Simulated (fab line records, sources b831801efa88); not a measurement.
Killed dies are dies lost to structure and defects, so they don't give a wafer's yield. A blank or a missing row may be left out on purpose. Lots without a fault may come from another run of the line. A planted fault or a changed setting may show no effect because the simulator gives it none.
Split-lot experiment | flow gf180mcu | 5 lots, 23 wafers read, on a route of 602 steps

THE SPLIT
At GF_TOP_METAL_METAL_ETCH_16 (etches the open film in Cl2/BCl3, stops on SiO2, target depth 1077.5 nm, time 179.6 s), the setting bias_w was moved away from the recipe's 140 W on 6 of the 23 wafers read, by -9.6% to +11.2%. The other wafers ran this setting at the recipe's value.

The reading is taken at the split's own step.

THE READING
NOVOLAK_of_TOP_METAL_COAT_09.thk_nm (the simulator's own value, which no gauge read), in nm, at GF_TOP_METAL_METAL_ETCH_16 (etches the open film in Cl2/BCl3, stops on SiO2, target depth 1077.5 nm, time 179.6 s). The file gives no usual value for it. The 17 wafers here that ran the recipe average 1073 nm, standard deviation 7.3 nm.

wafer  | tool, chamber at the split | bias_w as run, W | against the recipe | NOVOLAK_of_TOP_METAL_COAT_09.thk_nm, nm | against lot-mates on the recipe
L074.1 | rie_metal-02, 0            | 140              | recipe             | 1070                                    | -
L074.2 | rie_metal-02, 1            | 140              | recipe             | 1061                                    | -
L074.3 | rie_metal-02, 1            | 140              | recipe             | 1067                                    | -
L074.4 | rie_metal-02, 0            | 140              | recipe             | 1068                                    | -
L074.5 | rie_metal-02, 1            | 140              | recipe             | 1063                                    | -
L081.1 | rie_metal-02, 0            | 140              | recipe             | 1077                                    | -
L081.2 | rie_metal-02, 1            | 153.4            | +9.6%              | 1068                                    | -6
L081.3 | rie_metal-02, 1            | 140              | recipe             | 1073                                    | -
L081.5 | rie_metal-02, 0            | 140              | recipe             | 1072                                    | -
L081.6 | rie_metal-02, 1            | 153.4            | +9.6%              | 1063                                    | -11
L082.1 | rie_metal-02, 1            | 140              | recipe             | 1072                                    | -
L082.2 | rie_metal-02, 0            | 140              | recipe             | 1079                                    | -
L082.4 | rie_metal-02, 1            | 126.6            | -9.6%              | 1087                                    | +11
L082.5 | rie_metal-02, 1            | 126.6            | -9.6%              | 1091                                    | +15
L082.6 | rie_metal-02, 0            | 140              | recipe             | 1078                                    | -
L084.2 | rie_metal-02, 1            | 140              | recipe             | 1083                                    | -
L084.4 | rie_metal-02, 0            | 140              | recipe             | 1085                                    | -
L084.6 | rie_metal-02, 1            | 140              | recipe             | 1085                                    | -
L085.1 | rie_metal-04, 0            | 140              | recipe             | 1067                                    | -
L085.2 | rie_metal-04, 1            | 140              | recipe             | 1065                                    | -
L085.3 | rie_metal-04, 1            | 155.7            | +11.2%             | 1048                                    | -22
L085.4 | rie_metal-04, 0            | 140              | recipe             | 1078                                    | -
L085.6 | rie_metal-04, 1            | 155.7            | +11.2%             | 1050                                    | -20

THE FIT
A straight line over all 23 wafers: NOVOLAK_of_TOP_METAL_COAT_09.thk_nm changes by -1.61 nm for each +1% of bias_w; r = -0.76; the points scatter about the line by 7.3 nm.
The same after taking each lot's own level away (the mean of its wafers on the recipe; 23 wafers): -1.41 nm for each +1%; r = -0.89; scatter 3.9 nm.
On that fit, the largest move of bias_w shifts the reading by 16 nm.
The lots' own levels span 1065.8 to 1084.3 nm, that is 2.5 times the standard deviation above.
So the lot-to-lot level blurs the effect unless lot-mates are compared.
Check: with one of the wafers moved furthest among these (+11.2%) left out of the fit, the line predicts -14.3 nm for it against its lot-mates. It came out at -22 nm against them.

THE WHOLE CHAIN: every reading that the file lists as answering this split, in the file's order
step                       | what it does                                                                          | reading                                                                              | change (the file's fit)              | r (the file's)
GF_TOP_METAL_METAL_ETCH_16 | etches the open film in Cl2/BCl3, stops on SiO2, target depth 1077.5 nm, time 179.6 s | NOVOLAK_of_TOP_METAL_COAT_09.thk_nm (the simulator's own value, which no gauge read) | -1.42 nm for each +1% of the setting | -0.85
GF_TOP_METAL_STRIP_17      | strips in O2/N2                                                                       | strip_time_to_endpoint_s                                                             | withheld for each +1% of the setting | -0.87

THE FILE'S OWN FIT
NOVOLAK_of_TOP_METAL_COAT_09.thk_nm changes by -1.42 nm for each +1% of bias_w, r = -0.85.
